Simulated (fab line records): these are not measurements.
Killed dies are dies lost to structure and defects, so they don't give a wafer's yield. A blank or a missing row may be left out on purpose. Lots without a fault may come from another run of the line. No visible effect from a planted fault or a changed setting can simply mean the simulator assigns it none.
What tool caused it? + flow gf180mcu + Sampling: 12 lots, 36 wafers, 3 of 602 route steps

== WHAT THE GAUGES SHOWED, per wafer ==
GF_HV_LDD_CD_MEAS_19: the cd target is 400 nm. Usual: 399.0 nm for cd nm, sd 2.4.
| lot  | measured     | on        | cd nm (nm)        | flag |
|------|--------------|-----------|-------------------|------|
| L602 | day 10 20:28 | cd sem-01 | 402.0 402.0 401.2 |      |
| L603 | day 11 00:58 | cd sem-02 | 399.6 399.9 396.7 |      |
| L604 | day 11 05:05 | cd sem-02 | 396.3 397.3 396.5 |      |
| L610 | day 13 10:31 | cd sem-01 | 398.9 399.7 397.7 |      |
| L612 | day 13 21:57 | cd sem-02 | 395.5 396.2 395.9 |      |
| L615 | day 14 20:55 | cd sem-02 | 405.8 404.5 403.7 |      |
| L616 | day 15 08:29 | cd sem-01 | 400.1 399.5 401.0 |      |
| L620 | day 16 11:46 | cd sem-02 | 396.8 397.6 399.7 |      |
| L621 | day 16 20:42 | cd sem-01 | 396.0 398.6 397.9 |      |
| L622 | day 17 03:04 | cd sem-01 | 399.1 399.0 398.8 |      |
| L624 | day 18 06:36 | cd sem-01 | 395.6 395.7 395.2 |      |
| L625 | day 18 08:36 | cd sem-01 | 400.8 402.7 401.0 |      |

== EACH LOT AND THE TOOL THAT RAN IT (in order: tool; ch and the chambers of the sampled wafers; start) ==
| lot  | GF_VT_IMPLANT_STRIP_09               | GF_VT_IMPLANT_STRIP_31               |
|------|--------------------------------------|--------------------------------------|
| L602 | plasma asher-01 ch 0,1, day 5 15:13  | plasma asher-04 ch 0,1, day 6 20:20  |
| L603 | plasma asher-01 ch 0,1, day 5 21:22  | plasma asher-02 ch 0,1, day 7 04:23  |
| L604 | plasma asher-04 ch 0, day 6 01:53    | plasma asher-02 ch 0,1, day 7 07:38  |
| L610 | plasma asher-04 ch 0,1, day 7 18:02  | plasma asher-01 ch 0,1, day 9 03:34  |
| L612 | plasma asher-02 ch 0,1, day 8 03:38  | plasma asher-01 ch 0,1, day 9 14:05  |
| L615 | plasma asher-02 ch 0,1, day 8 22:32  | plasma asher-04 ch 0,1, day 10 10:20 |
| L616 | plasma asher-04 ch 0,1, day 9 05:51  | plasma asher-02 ch 0,1, day 10 18:03 |
| L620 | plasma asher-04 ch 1, day 10 04:11   | plasma asher-02 ch 0,1, day 11 17:39 |
| L621 | plasma asher-02 ch 0,1, day 10 12:53 | plasma asher-04 ch 0,1, day 12 02:50 |
| L622 | plasma asher-04 ch 0,1, day 10 20:54 | plasma asher-04 ch 0,1, day 12 10:29 |
| L624 | plasma asher-01 ch 0,1, day 11 17:26 | plasma asher-04 ch 0,1, day 13 08:28 |
| L625 | plasma asher-04 ch 0, day 11 17:44   | plasma asher-02 ch 0,1, day 13 08:48 |
- GF_VT_IMPLANT_STRIP_09: strips in O2/N2.
- GF_VT_IMPLANT_STRIP_31: strips in O2/N2.

== WHAT THE TOOLS THEMSELVES READ (means of the sampled wafers that have a number; where no wafer has one, the mark that the record gives instead) ==
GF_VT_IMPLANT_STRIP_09. Usual: drypump motor current A 5.8 A, standard deviation 0.44; heater power w 345 W, standard deviation 46; oes product au 0.716 a.u., standard deviation 0.0051; strip time to endpoint s 12.64 s, standard deviation 0.033.
| lot  | tool            | drypump motor current A (A) | heater power w (W) | oes product au (a.u.) | strip time to endpoint s (s) | flag |
|------|-----------------|-----------------------------|--------------------|-----------------------|------------------------------|------|
| L602 | plasma asher-01 | 5.6                         | 336                | 0.713                 | 12.65                        |      |
| L603 | plasma asher-01 | 5.7                         | 370                | 0.714                 | 12.63                        |      |
| L604 | plasma asher-04 | 6.6                         | 294                | 0.718                 | 12.59                        |      |
| L610 | plasma asher-04 | 6.2                         | 314                | 0.716                 | 12.65                        |      |
| L612 | plasma asher-02 | 5.6                         | 389                | 0.713                 | 12.64                        |      |
| L615 | plasma asher-02 | 5.6                         | 393                | 0.713                 | 12.63                        |      |
| L616 | plasma asher-04 | 6.2                         | 308                | 0.714                 | 12.64                        |      |
| L620 | plasma asher-04 | 5.5                         | 348                | 0.715                 | 12.56                        |      |
| L621 | plasma asher-02 | 5.6                         | 397                | 0.714                 | 12.63                        |      |
| L622 | plasma asher-04 | 6.2                         | 308                | 0.718                 | 12.67                        |      |
| L624 | plasma asher-01 | 5.7                         | 363                | 0.718                 | 12.64                        |      |
| L625 | plasma asher-04 | 6.6                         | 290                | 0.720                 | 12.64                        |      |

GF_VT_IMPLANT_STRIP_31. Usual: drypump motor current A 5.7 A, standard deviation 0.37; heater power w 355 W, standard deviation 49; oes product au 0.716 a.u., standard deviation 0.0042; strip time to endpoint s 12.63 s, standard deviation 0.035.
| lot  | tool            | drypump motor current A (A) | heater power w (W) | oes product au (a.u.) | strip time to endpoint s (s) | flag |
|------|-----------------|-----------------------------|--------------------|-----------------------|------------------------------|------|
| L602 | plasma asher-04 | 5.9                         | 331                | 0.712                 | 12.64                        |      |
| L603 | plasma asher-02 | 5.6                         | 393                | 0.716                 | 12.67                        |      |
| L604 | plasma asher-02 | 5.6                         | 396                | 0.717                 | 12.64                        |      |
| L610 | plasma asher-01 | 5.6                         | 329                | 0.715                 | 12.63                        |      |
| L612 | plasma asher-01 | 5.7                         | 363                | 0.716                 | 12.58                        |      |
| L615 | plasma asher-04 | 5.8                         | 328                | 0.717                 | 12.63                        |      |
| L616 | plasma asher-02 | 5.6                         | 366                | 0.718                 | 12.62                        |      |
| L620 | plasma asher-02 | 5.6                         | 400                | 0.717                 | 12.67                        |      |
| L621 | plasma asher-04 | 5.9                         | 335                | 0.715                 | 12.66                        |      |
| L622 | plasma asher-04 | 6.2                         | 310                | 0.712                 | 12.60                        |      |
| L624 | plasma asher-04 | 6.2                         | 310                | 0.715                 | 12.63                        |      |
| L625 | plasma asher-02 | 5.6                         | 366                | 0.717                 | 12.66                        |      |

== THE ANSWER, worked out from the rows above alone ==
Rule: a lot counts as off when the mean over its wafers that have a number is more than 3 standard deviations away from the usual mean. Also off: a lot with no number at a reading for which 4 or more lots have one. Any other lot the step has rows for is counted as sound. The gauges are gone through in route order, then the tools' own readings, and for those a lot's mean is taken as printed above. At the first step where some lot is off, the reading lying furthest off is the one used; lots without a number count as furthest.
No lot is off on any of the readings shown, so nothing can be concluded from this.

== WHAT THE SIMULATOR HAD INSERTED ==
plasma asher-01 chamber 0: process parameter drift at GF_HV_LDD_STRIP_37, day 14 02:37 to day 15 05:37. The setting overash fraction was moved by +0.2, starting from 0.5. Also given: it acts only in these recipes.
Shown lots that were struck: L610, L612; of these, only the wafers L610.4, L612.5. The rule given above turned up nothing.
